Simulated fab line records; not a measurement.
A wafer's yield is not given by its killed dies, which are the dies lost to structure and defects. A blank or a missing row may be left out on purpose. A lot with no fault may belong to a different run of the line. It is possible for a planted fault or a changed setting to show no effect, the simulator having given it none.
The same fault as seen by 2 desks	flow sky130	each desk holds nothing but its own numbers, with what lay behind them at the end

## FROM THE METROLOGY DESK
What the gauges read, lot by lot, whatever tool the lot ran on: means of the sampled wafers that have a number. If a lot's mean is further than 4 standard deviations from the usual mean, the lot is out of limits and carries the mark OUT (the distance appears in the brackets).
Columns: A = VIA4_HDPCVD_THK at SKY_VIA4_THK_MEAS_01, usual 1748 nm; B = VIA4_BOW at SKY_VIA4_BOW_MEAS_03, usual 79 um; C = VIA4_OVL at SKY_VIA4_OVL_MEAS_11, usual -0.7 nm
lot	first seen here	A	B	C
L176	day 43 00:13	1769	83	-0.5
L183	day 44 21:40	1704	72	1.1
L184	day 45 01:43	1766	76	-0.1
L191	day 46 15:34	1707	85	-2.0
L193	day 47 04:11	1714	77	-2.5
L195	day 47 17:38	1718	78	-1.7
This desk found nothing out of limits on any of the 6 lots.

## FOR THE TOOL OWNER'S DESK: iline stepper-02
The tool's own readings at SKY_VIA4_EXPOSE_08 (exposes mask VIM4, target cd 800 nm): means of the sampled wafers that have a number, for each lot that ran on this tool. If a lot's mean is further than 4 standard deviations from the usual mean, the lot is out of limits and carries the mark OUT (the distance appears in the brackets).
Columns: A = focus offset nm at SKY_VIA4_EXPOSE_08, usual -0.1 nm
lot	first seen here	A
L176	day 43 12:10	0.1
L183	day 45 08:35	0.5
L184	day 45 13:19	-0.1
This desk found nothing out of limits on any of the 3 lots.

## PUT TOGETHER
Nothing out of limits was seen by the metrology desk.
The desk of the tool owner found nothing out of limits.

## WHAT THE SIMULATOR HAD INSERTED
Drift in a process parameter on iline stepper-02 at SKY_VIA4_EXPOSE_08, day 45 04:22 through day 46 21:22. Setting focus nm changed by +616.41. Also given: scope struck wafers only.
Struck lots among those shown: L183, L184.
